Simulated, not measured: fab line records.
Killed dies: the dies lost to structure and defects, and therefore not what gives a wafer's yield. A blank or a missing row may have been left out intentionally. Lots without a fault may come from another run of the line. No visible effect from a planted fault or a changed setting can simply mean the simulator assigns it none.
Matching of chambers || flow sky130 || SKY_CONTACT_CMP_27 on cmp-01 has 4 sister chambers
The step polishes, stops on SiO2, t overpolish 15 s, target thk 0 nm. 8 wafers are shown with their chamber, then 11 later ones without.

## WAFERS, EACH WITH ITS CHAMBER
{"wafer": "L081.3", "chamber": 3, "motor-current-A (A)": 11.3, "time-to-endpoint-s (s)": 85}
{"wafer": "L081.6", "chamber": 0, "motor-current-A (A)": 11.6, "time-to-endpoint-s (s)": 92}
{"wafer": "L086.4", "chamber": 1, "motor-current-A (A)": 13.2, "time-to-endpoint-s (s)": 76}
{"wafer": "L086.6", "chamber": 2, "motor-current-A (A)": 11.8, "time-to-endpoint-s (s)": 79}
{"wafer": "L087.1", "chamber": 0, "motor-current-A (A)": 11.3, "time-to-endpoint-s (s)": 88}
{"wafer": "L087.2", "chamber": 2, "motor-current-A (A)": 11.4, "time-to-endpoint-s (s)": 79}
{"wafer": "L087.4", "chamber": 3, "motor-current-A (A)": 11.4, "time-to-endpoint-s (s)": 80}
{"wafer": "L089.2", "chamber": 1, "motor-current-A (A)": 12.3, "time-to-endpoint-s (s)": 81}

## WAFERS WITH NO CHAMBER GIVEN
{"wafer": "L089.4", "motor-current-A (A)": 11.0, "time-to-endpoint-s (s)": 80}
{"wafer": "L089.6", "motor-current-A (A)": 13.6, "time-to-endpoint-s (s)": 83}
{"wafer": "L092.1", "motor-current-A (A)": 12.0, "time-to-endpoint-s (s)": 85}
{"wafer": "L092.3", "motor-current-A (A)": 13.6, "time-to-endpoint-s (s)": 75}
{"wafer": "L092.4", "motor-current-A (A)": 11.2, "time-to-endpoint-s (s)": 81}
{"wafer": "L091.1", "motor-current-A (A)": 11.2, "time-to-endpoint-s (s)": 83}
{"wafer": "L091.2", "motor-current-A (A)": 13.7, "time-to-endpoint-s (s)": 82}
{"wafer": "L091.4", "motor-current-A (A)": 11.8, "time-to-endpoint-s (s)": 85}
{"wafer": "L093.1", "motor-current-A (A)": 11.4, "time-to-endpoint-s (s)": 76}
{"wafer": "L093.3", "motor-current-A (A)": 12.6, "time-to-endpoint-s (s)": 75}
{"wafer": "L093.6", "motor-current-A (A)": 12.7, "time-to-endpoint-s (s)": 76}

## WHICH CHAMBER EACH ONE RAN IN
{"wafer": "L089.4", "from the rows above": "can't be placed: 3 or 2", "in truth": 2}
{"wafer": "L089.6", "from the rows above": 1, "in truth": 1}
{"wafer": "L092.1", "from the rows above": "can't be placed: 3 or 0 or 2 or 1", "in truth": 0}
{"wafer": "L092.3", "from the rows above": 1, "in truth": 1}
{"wafer": "L092.4", "from the rows above": "can't be placed: 3 or 2", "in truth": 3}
{"wafer": "L091.1", "from the rows above": "can't be placed: 3 or 2", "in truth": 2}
{"wafer": "L091.2", "from the rows above": 1, "in truth": 1}
{"wafer": "L091.4", "from the rows above": "can't be placed: 3 or 0 or 2 or 1", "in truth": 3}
{"wafer": "L093.1", "from the rows above": "can't be placed: 2 or 3", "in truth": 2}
{"wafer": "L093.3", "from the rows above": "can't be placed: 1 or 2", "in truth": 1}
{"wafer": "L093.6", "from the rows above": 1, "in truth": 1}
Correctly placed: 4 of 11. Unplaceable from these rows: 7, with the true chamber sitting among the candidates in 7. 0 placed wrongly.
How it was worked out, from the rows above alone: a wafer's distance from a chamber is the root of the sum, over the readings, of the square of ((its reading less the chamber's mean) divided by the reading's scatter). The wafer belongs to the nearest chamber; if the next one is less than 2 further off, it can't be placed. For every chamber, the mean is computed from those of its wafers that are shown. The scatter: the root of (the sum of the squares of (reading less its chamber's mean) over the shown wafers, divided by (wafers less chambers)).
